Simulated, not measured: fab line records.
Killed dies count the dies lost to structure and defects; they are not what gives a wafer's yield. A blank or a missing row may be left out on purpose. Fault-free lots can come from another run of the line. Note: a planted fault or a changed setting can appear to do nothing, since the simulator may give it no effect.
fab line records	flow sky130
record lots=6	wafers=18	last-day=50
route steps=708 shown VT_ADJUST_PCH@151 SONOS_TUNNEL@154 PAD_OPEN@708
lots untouched by any fault: they come from a run of this same line in which no faults occurred
start-h: the number of hours between the record's first day and the start of the first shown wafer of the lot	wait-h: time in hours since the lot's previous step	" identical to the entry in the row above	L1.1+2: a row that stands for several wafers	- value missing, or start not given	* or withheld: withheld	< > ~ a bound
route shown NAME@n: names a module that has steps shown in the file, with the first one's number in the route	usual: the fault-free wafers' mean and standard deviation	same: alike in all rows	chamber/n: place in a boat	sites: readings site by site	_std_site: the values' standard deviation	_edge_site: inner sites' mean taken away from outer sites' mean	radius-mm: how far each site lies from the wafer's centre	mask NAME#n: copy n	behind: the most recent tool/chamber to have shaped the wafer	hold: cause of the lot's hold/its duration in hours/its outcome	device: which transistor (n, p or np) failed to switch	end of line: tests of these same wafers at the route's end	a step with no rows: only its recipe	killed: not the wafer's yield, but the dies lost to structure and defects at the first sort	map: shows each die of a wafer: x if killed, . if not, _ if none is there
set.NAME: the setting as run; set.NAME@STEP: as run at that earlier step	model.NAME: the simulator's own value behind a step, which no gauge read
certain route steps with their lots: each step a table, each wafer a row
services: a tool's chamber out of use, with start hour (start-h, from the record's first day; less than 0 if before it), hours out, and reason
## steps
# step SKY_VT_ADJUST_PCH_IMPLANT_08
# recipe species=B	energy-kev=10	dose-cm2=5e+11	tilt-deg=withheld
# step SKY_VT_ADJUST_PCH_STRIP_09
# recipe chemistry=O2/N2	power-w=1400	pressure-mtorr=1500	platen-temp-c=withheld	o2-flow-sccm=3000	n2-flow-sccm=300	overash-fraction=0.5
# usual drypump-motor-current-A=5.8/0.49	oes-product-au=0.723/0.0045	strip-time-to-endpoint-s=36.93/0.14
lot.wafer	tool	chamber	start-h	wait-h	drypump-motor-current-A	oes-product-au	rf-hours-counter-h	strip-time-to-endpoint-s
L473.1	plasma-asher-02	0	257.16	0.1	6.0	0.724	56	36.96
L473.4	"	0	"	"	6.0	0.719	-	36.87
L473.6	"	0	"	"	6.0	0.724	-	36.85
L481.1	plasma-asher-01	1	320.31	0.1	6.3	0.729	50	37.01
L481.2	"	0	"	"	5.1	0.726	50	36.91
L481.3	"	1	"	"	6.3	0.715	-	36.89
L484.1	plasma-asher-04	0	341.84	0.1	4.9	0.721	22	37.07
L484.5	"	1	"	"	6.2	0.725	-	36.97
L484.6	"	0	"	"	4.9	0.725	-	37.06
L488.1	plasma-asher-02	1	376.03	0.1	5.8	0.724	68	36.90
L488.3	"	0	"	"	6.0	0.716	-	36.84
L488.6	"	1	"	"	5.8	0.722	-	36.89
L490.2	plasma-asher-04	1	388.83	0.1	6.2	0.720	27	37.12
L490.5	"	0	"	"	4.8	0.722	-	37.01
L490.6	"	1	"	"	6.2	0.726	-	37.14
L492.1	plasma-asher-02	1	401.19	0.1	5.8	0.716	71	37.00
L492.3	"	1	"	"	5.8	0.722	-	36.89
L492.4	"	0	"	"	6.0	0.714	-	37.06
# step SKY_VT_ADJUST_PCH_TW_MEAS_10
# usual VT_ADJUST_PCH_TW=142.8/0.98
lot.wafer	tool	chamber	start-h	wait-h	VT_ADJUST_PCH_TW
L473.1	film-metro-01	-	257.26	0.1	141.7
L473.4	"	-	"	"	141.2
L473.6	"	-	"	"	141.6
L481.1	film-metro-03	-	320.41	0.1	144.3
L481.2	"	-	"	"	143.6
L481.3	"	-	"	"	143.4
L484.1	film-metro-02	-	341.94	0.1	143.5
L484.5	"	-	"	"	144.5
L484.6	"	-	"	"	143.7
L488.1	film-metro-01	-	376.13	0.1	142.0
L488.3	"	-	"	"	142.5
L488.6	"	-	"	"	141.9
L490.2	film-metro-02	-	388.94	0.1	142.2
L490.5	"	-	"	"	143.1
L490.6	"	-	"	"	143.1
L492.1	film-metro-01	-	401.29	0.1	142.0
L492.3	"	-	"	"	142.4
L492.4	"	-	"	"	142.9
# step SKY_SONOS_TUNNEL_DEHYDRATE_00
# recipe temp-c=200	time-s=60
# step SKY_SONOS_TUNNEL_HMDS_01
# recipe prime-time-s=60	prime-temp-c=120
# step SKY_SONOS_TUNNEL_COAT_02
# recipe resist=NOVOLAK	spin-rpm=3000	resist-thk-nm=1140
# step SKY_SONOS_TUNNEL_SOFTBAKE_03
# recipe temp-c=90	time-s=60	resist=NOVOLAK
# step SKY_SONOS_TUNNEL_EXPOSE_04
# recipe mask-id=TUNM	na=0.6	source-shape=conventional	sigma-outer=0.6	polarization=unpolarized	target-cd-nm=410	dose-mj=136
# step SKY_SONOS_TUNNEL_PEB_05
# recipe temp-c=withheld	time-s=*	resist=NOVOLAK
# step SKY_SONOS_TUNNEL_DEVELOP_06
# recipe resist=NOVOLAK	developer=TMAH	develop-time-s=60	dev-temp-c=23
# step SKY_SONOS_TUNNEL_CD_MEAS_07
# recipe target-cd-nm=410
# usual cd-nm=410.7/2.3
lot.wafer	tool	chamber	start-h	wait-h	cd-nm
L473.1	cd-sem-02	-	281.83	0.1	408.1
L473.4	"	-	"	"	409.8
L473.6	"	-	"	"	408.5
L481.1	cd-sem-02	-	346.01	0.1	410.2
L481.2	"	-	"	"	409.5
L481.3	"	-	"	"	411.2
L484.1	cd-sem-01	-	368.33	0.2	408.5
L484.5	"	-	"	"	408.8
L484.6	"	-	"	"	408.6
L488.1	cd-sem-01	-	405.03	0.1	413.1
L488.3	"	-	"	"	412.4
L488.6	"	-	"	"	414.1
L490.2	cd-sem-02	-	418.37	0.1	410.2
L490.5	"	-	"	"	413.3
L490.6	"	-	"	"	411.2
L492.1	cd-sem-01	-	431.38	0.1	408.2
L492.3	"	-	"	"	409.5
L492.4	"	-	"	"	408.1
# step SKY_SONOS_TUNNEL_OVL_MEAS_08
# usual SONOS_TUNNEL_OVL=-0.3/1.2
lot.wafer	tool	chamber	start-h	wait-h	SONOS_TUNNEL_OVL[nm]
L473.1	overlay-01	-	281.95	0.1	-1.6
L473.4	"	-	"	"	-1.1
L473.6	"	-	"	"	-2.4
L481.1	overlay-01	-	346.13	0.1	0.7
L481.2	"	-	"	"	0.5
L481.3	"	-	"	"	0.9
L484.1	overlay-01	-	368.45	0.1	3.1
L484.5	"	-	"	"	1.5
L484.6	"	-	"	"	0.7
L488.1	overlay-01	-	405.15	0.1	-0.3
L488.3	"	-	"	"	-0.2
L488.6	"	-	"	"	-1.4
L490.2	overlay-01	-	418.47	0.1	0.3
L490.5	"	-	"	"	1.7
L490.6	"	-	"	"	1.9
L492.1	overlay-02	-	431.50	0.1	-1.9
L492.3	"	-	"	"	0.9
L492.4	"	-	"	"	-0.2
# step SKY_SONOS_TUNNEL_IMPLANT_09
# recipe species=B	energy-kev=20	dose-cm2=1e+12	tilt-deg=withheld
# usual dose-ions-cm2=1.0001e+12/1.1e+09	faraday-current-uA=5.64/0.11
lot.wafer	tool	chamber	start-h	wait-h	dose-ions-cm2	faraday-current-uA
L473.1	implanter-02	0	281.99	0.0	1.001e+12	5.65
L473.4	"	0	"	"	1.0006e+12	5.73
L473.6	"	0	"	"	1.0001e+12	5.96
L481.1	implanter-03	0	346.17	0.0	9.993e+11	5.78
L481.2	"	0	"	"	1.0016e+12	5.61
L481.3	"	0	"	"	9.983e+11	5.82
L484.1	implanter-03	0	368.48	0.0	1.5473e+12	8.77
L484.5	"	0	"	"	1.5487e+12	8.56
L484.6	"	0	"	"	1.5477e+12	8.54
L488.1	implanter-03	0	405.19	0.0	1.5494e+12	8.67
L488.3	"	0	"	"	1.5454e+12	8.85
L488.6	"	0	"	"	1.5465e+12	8.61
L490.2	implanter-02	0	418.53	0.0	1.0017e+12	5.70
L490.5	"	0	"	"	1.0008e+12	5.64
L490.6	"	0	"	"	9.997e+11	5.77
L492.1	implanter-02	0	431.54	0.0	9.998e+11	5.69
L492.3	"	0	"	"	1.0009e+12	5.58
L492.4	"	0	"	"	1.0003e+12	5.51
# step SKY_SONOS_TUNNEL_WET_ETCH_10
# recipe chemistry=dHF	target-depth-nm=14	target=SiO2	dilution=100:1	temp-c=25	time-s=280
# step SKY_SONOS_TUNNEL_STRIP_11
# recipe chemistry=SPM	time-s=600	temp-c=130
# step SKY_SONOS_TUNNEL_TW_MEAS_12
# usual SONOS_TUNNEL_TW=198.0/1.4
lot.wafer	tool	chamber	start-h	wait-h	SONOS_TUNNEL_TW
L473.1	film-metro-01	-	282.40	0.0	196.9
L473.4	"	-	"	"	197.1
L473.6	"	-	"	"	196.5
L481.1	film-metro-02	-	346.58	0.0	198.7
L481.2	"	-	"	"	198.6
L481.3	"	-	"	"	200.0
L484.1	film-metro-04	-	368.90	0.0	225.3
L484.5	"	-	"	"	223.9
L484.6	"	-	"	"	225.0
L488.1	film-metro-01	-	405.60	0.0	222.0
L488.3	"	-	"	"	221.5
L488.6	"	-	"	"	222.4
L490.2	film-metro-01	-	418.92	0.0	196.8
L490.5	"	-	"	"	196.5
L490.6	"	-	"	"	197.2
L492.1	film-metro-01	-	431.95	0.0	196.9
L492.3	"	-	"	"	197.2
L492.4	"	-	"	"	196.8
# step SKY_SONOS_TUNNEL_CLEAN_13
# recipe chemistry=dHF	time-s=20	dilution=100:1	dry=ipa-marangoni
# step SKY_PAD_OPEN_PROBE_99
# usual killed_at_M0_to_M3=44/7.5	killed_at_M4_up=2.9/1.8	killed-at-contacts=24/5.1	killed-at-front-end=16/4.7	killed-at-other=0.3/0.46	killed-dies=87/9.9	killed-open=47/8	killed-short=39/6.3
# same gross-dies=492	killed-at-back-side=0
lot.wafer	tool	chamber	start-h	wait-h	killed_at_M0_to_M3	killed_at_M4_up	killed-at-contacts	killed-at-front-end	killed-at-other	killed-dies	killed-open	killed-short	model.etest.sonos-uncharged.r-on-ohm-um	model.etest.sonos-uncharged.vt-v	model.etest.sonos-programmed.vt-v	model.etest.sonos-baked.vt-v	model.etest.sonos-erased.vt-v
L473.1	prober-01	-	1103.70	0.1	51	2	28	22	0	103	57	46	822.5	-0.44	1.38	0.9461	-2.165
L473.4	prober-01	-	1103.85	0.2	53	1	28	16	0	98	55	43	802.6	-0.4528	1.487	0.9598	-2.328
L473.6	prober-01	-	1103.95	0.2	41	0	29	14	1	85	46	38	827.9	-0.4265	1.44	0.9578	-2.161
L481.1	prober-01	-	1153.32	0.1	53	3	19	22	0	97	51	46	824.3	-0.4693	1.381	0.9385	-2.266
L481.2	prober-01	-	1153.37	0.1	41	3	28	18	0	90	51	39	820.9	-0.4037	1.387	0.9115	-2.252
L481.3	prober-01	-	1153.42	0.2	31	3	19	14	0	67	35	28	822	-0.4308	1.354	0.9604	-2.203
L484.1	prober-02	-	1163.50	0.1	34	1	31	10	0	76	40	36	865.5	-0.2873	1.481	1.111	-2.021
L484.5	prober-02	-	1163.70	0.2	37	3	25	16	0	81	37	43	871.5	-0.2602	1.489	1.052	-1.959
L484.6	prober-02	-	1163.75	0.2	41	5	33	15	0	94	52	42	849.3	-0.2835	1.503	1.051	-2.033
L488.1	prober-02	-	1184.60	0.1	40	2	24	11	0	77	38	37	835.4	-0.3352	1.46	1.004	-2.04
L488.3	prober-02	-	1184.70	0.2	35	3	22	16	0	76	39	35	838.6	-0.3165	1.511	1.004	-2.129
L488.6	prober-02	-	1184.85	0.2	40	4	26	8	0	78	48	30	868.3	-0.2755	1.466	0.9792	-2.037
L490.2	prober-02	-	1192.35	0.1	46	2	25	21	1	95	56	39	800.5	-0.443	1.513	0.9676	-2.332
L490.5	prober-02	-	1192.50	0.2	56	2	19	9	0	86	51	35	801.2	-0.4643	1.561	0.9999	-2.294
L490.6	prober-02	-	1192.55	0.2	46	3	29	12	0	90	57	33	815.8	-0.4625	1.532	0.9981	-2.332
L492.1	prober-02	-	1198.20	0.1	56	1	22	24	0	103	61	42	819.7	-0.3974	1.5	0.9744	-2.32
L492.3	prober-02	-	1198.30	0.2	34	2	28	25	0	89	49	39	817.9	-0.4104	1.538	0.9473	-2.282
L492.4	prober-02	-	1198.35	0.2	42	6	27	18	1	94	43	50	812.3	-0.4091	1.583	0.9914	-2.345
# killed by level:class
L473.1 VIA1:geometric-particle:open=14 CONTACT:geometric-particle:open=8 POLY_GATE:geometric-particle:short=7 VIA2:geometric-particle:open=7 POLY_GATE:geometric-particle:open=6 VIA3:geometric-particle:open=6 FIELD_ISO:geometric-particle:open=5 LI_CONTACT:geometric-particle:open=5
L473.4 VIA1:geometric-particle:open=18 CONTACT:geometric-particle:open=9 VIA3:geometric-particle:open=7 LI_CONTACT:geometric-particle:short=6 METAL2:geometric-particle:short=5 LI_CONTACT:geometric-particle:open=5 CONTACT:geometric-particle:short=5 METAL1:geometric-particle:short=4
L473.6 CONTACT:geometric-particle:open=9 METAL2:geometric-particle:short=9 VIA1:geometric-particle:open=9 LI_CONTACT:geometric-particle:open=8 VIA2:geometric-particle:open=5 VIA1:geometric-particle:short=5 LOCAL_INTERCONNECT:geometric-particle:short=4 METAL1:geometric-particle:short=4
L481.1 VIA1:geometric-particle:open=12 FIELD_ISO:geometric-particle:short=10 CONTACT:geometric-particle:open=8 VIA3:geometric-particle:open=7 VIA3:geometric-particle:short=7 VIA2:geometric-particle:open=6 METAL2:geometric-particle:short=5 FIELD_ISO:geometric-particle:open=4
L481.2 VIA1:geometric-particle:open=12 CONTACT:geometric-particle:open=8 POLY_GATE:geometric-particle:short=7 METAL1:geometric-particle:short=7 LI_CONTACT:geometric-particle:open=6 VIA2:geometric-particle:open=6 POLY_GATE:geometric-particle:open=5 CONTACT:geometric-particle:short=5
L481.3 VIA2:geometric-particle:open=10 CONTACT:geometric-particle:short=6 VIA3:geometric-particle:open=6 CONTACT:geometric-particle:open=5 LI_CONTACT:geometric-particle:open=4 LOCAL_INTERCONNECT:geometric-particle:short=4 VIA1:geometric-particle:open=4 POLY_GATE:geometric-particle:short=3
L484.1 CONTACT:geometric-particle:open=11 CONTACT:geometric-particle:short=11 VIA1:geometric-particle:open=11 VIA3:geometric-particle:short=5 LI_CONTACT:geometric-particle:open=4 LOCAL_INTERCONNECT:geometric-particle:short=4 METAL1:geometric-particle:short=4 VIA2:geometric-particle:open=4
L484.5 CONTACT:geometric-particle:open=8 METAL2:geometric-particle:short=7 VIA3:geometric-particle:open=7 FIELD_ISO:geometric-particle:short=6 VIA1:geometric-particle:open=6 LOCAL_INTERCONNECT:geometric-particle:short=5 CONTACT:geometric-particle:short=5 LI_CONTACT:geometric-particle:open=4
L484.6 CONTACT:geometric-particle:open=13 VIA1:geometric-particle:open=9 LI_CONTACT:geometric-particle:open=8 METAL1:geometric-particle:short=8 VIA3:geometric-particle:open=6 FIELD_ISO:geometric-particle:short=5 LOCAL_INTERCONNECT:geometric-particle:short=5 METAL4:geometric-particle:short=5
L488.1 CONTACT:geometric-particle:open=9 VIA1:geometric-particle:open=8 LOCAL_INTERCONNECT:geometric-particle:short=6 LI_CONTACT:geometric-particle:open=5 METAL2:geometric-particle:short=5 METAL3:geometric-particle:short=5 VIA1:geometric-particle:short=4 FIELD_ISO:geometric-particle:open=3
L488.3 VIA3:geometric-particle:open=9 CONTACT:geometric-particle:open=7 VIA1:geometric-particle:open=7 LOCAL_INTERCONNECT:geometric-particle:short=6 LI_CONTACT:geometric-particle:open=5 VIA1:geometric-particle:short=4 FIELD_ISO:geometric-particle:short=3 FIELD_ISO:geometric-particle:open=3
L488.6 CONTACT:geometric-particle:open=10 VIA1:geometric-particle:open=10 VIA2:geometric-particle:open=10 LI_CONTACT:geometric-particle:open=6 METAL2:geometric-particle:short=5 LI_CONTACT:geometric-particle:short=3 LOCAL_INTERCONNECT:geometric-particle:short=3 METAL1:geometric-particle:short=3
L490.2 CONTACT:geometric-particle:open=9 VIA1:geometric-particle:open=9 VIA3:geometric-particle:open=8 POLY_GATE:geometric-particle:short=7 LI_CONTACT:geometric-particle:open=6 METAL1:geometric-particle:short=6 FIELD_ISO:geometric-particle:open=5 METAL2:geometric-particle:short=5
L490.5 VIA1:geometric-particle:open=15 VIA2:geometric-particle:open=10 VIA3:geometric-particle:open=8 CONTACT:geometric-particle:open=7 LI_CONTACT:geometric-particle:open=6 METAL2:geometric-particle:short=5 VIA3:geometric-particle:short=5 CONTACT:geometric-particle:short=4
L490.6 VIA1:geometric-particle:open=18 CONTACT:geometric-particle:open=11 LI_CONTACT:geometric-particle:open=8 FIELD_ISO:geometric-particle:open=5 VIA3:geometric-particle:short=5 VIA1:geometric-particle:short=5 POLY_GATE:geometric-particle:short=4 LOCAL_INTERCONNECT:geometric-particle:short=4
L492.1 CONTACT:geometric-particle:open=14 VIA1:geometric-particle:open=11 VIA2:geometric-particle:open=10 VIA3:geometric-particle:open=9 POLY_GATE:geometric-particle:short=7 FIELD_ISO:geometric-particle:short=6 VIA2:geometric-particle:short=6 POLY_GATE:geometric-particle:open=5
L492.3 CONTACT:geometric-particle:open=10 FIELD_ISO:geometric-particle:open=8 VIA1:geometric-particle:open=7 VIA3:geometric-particle:open=7 FIELD_ISO:geometric-particle:short=6 METAL1:geometric-particle:short=6 LI_CONTACT:geometric-particle:open=5 VIA2:geometric-particle:open=5
L492.4 VIA1:geometric-particle:open=9 FIELD_ISO:geometric-particle:short=7 LI_CONTACT:geometric-particle:open=7 CONTACT:geometric-particle:short=7 VIA3:geometric-particle:open=6 METAL4:geometric-particle:short=6 CONTACT:geometric-particle:open=5 VIA1:geometric-particle:short=5
## services
tool	chamber	start-h	hours	kind
plasma-asher-04	-	233.67	2.2	repair
plasma-asher-02	-	235.32	1.4	repair
plasma-asher-02	-	245.57	2.8	pm
implanter-02	-	245.81	2.0	repair
implanter-03	-	314.74	3.3	repair
implanter-02	-	316.65	2.0	repair
plasma-asher-01	-	366.47	4.3	pm
implanter-03	-	371.56	1.6	repair
plasma-asher-01	-	374.77	24.6	pm
implanter-02	-	383.70	4.1	pm
plasma-asher-01	-	399.42	15.6	pm
plasma-asher-02	-	416.96	1.8	repair
## key
first-sign step=SKY_SONOS_TUNNEL_IMPLANT_09	reading=dose-ions-cm2	direction=up	sigmas=99+	usual=*	struck=*
effect step=SKY_SONOS_TUNNEL_IMPLANT_09	reading=faraday-current-uA	direction=up	sigmas=28	usual=5.64	struck=8.67
effect step=SKY_SONOS_TUNNEL_TW_MEAS_12	reading=SONOS_TUNNEL_TW	direction=up	sigmas=18	usual=198.0	struck=223.3
model-effect step=SKY_PAD_OPEN_PROBE_99	value=etest.sonos-uncharged.r-on-ohm-um	without=814.8	struck=854.8
met-at SKY_SONOS_TUNNEL_IMPLANT_09
struck-wafers L484.1,L484.5,L484.6,L488.1,L488.3,L488.6
tester-left-out L484,L488
onset-between 346.17 368.48
fault kind=process-parameter-drift	tool=implanter-03	chamber=-	onset-h=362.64	steps=SKY_SONOS_TUNNEL_IMPLANT_09	channel=dose-cm2	offset=*	shape=step	end-h=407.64	acts-in=*	stated=*
# tester-left-out: of these lots the tester's yield and bins aren't shown, on N5 and GAA mostly nor the transistor test; their killed dies are dies lost to structure and defects alone, not to doping, threshold or leakage, so they don't give the yield
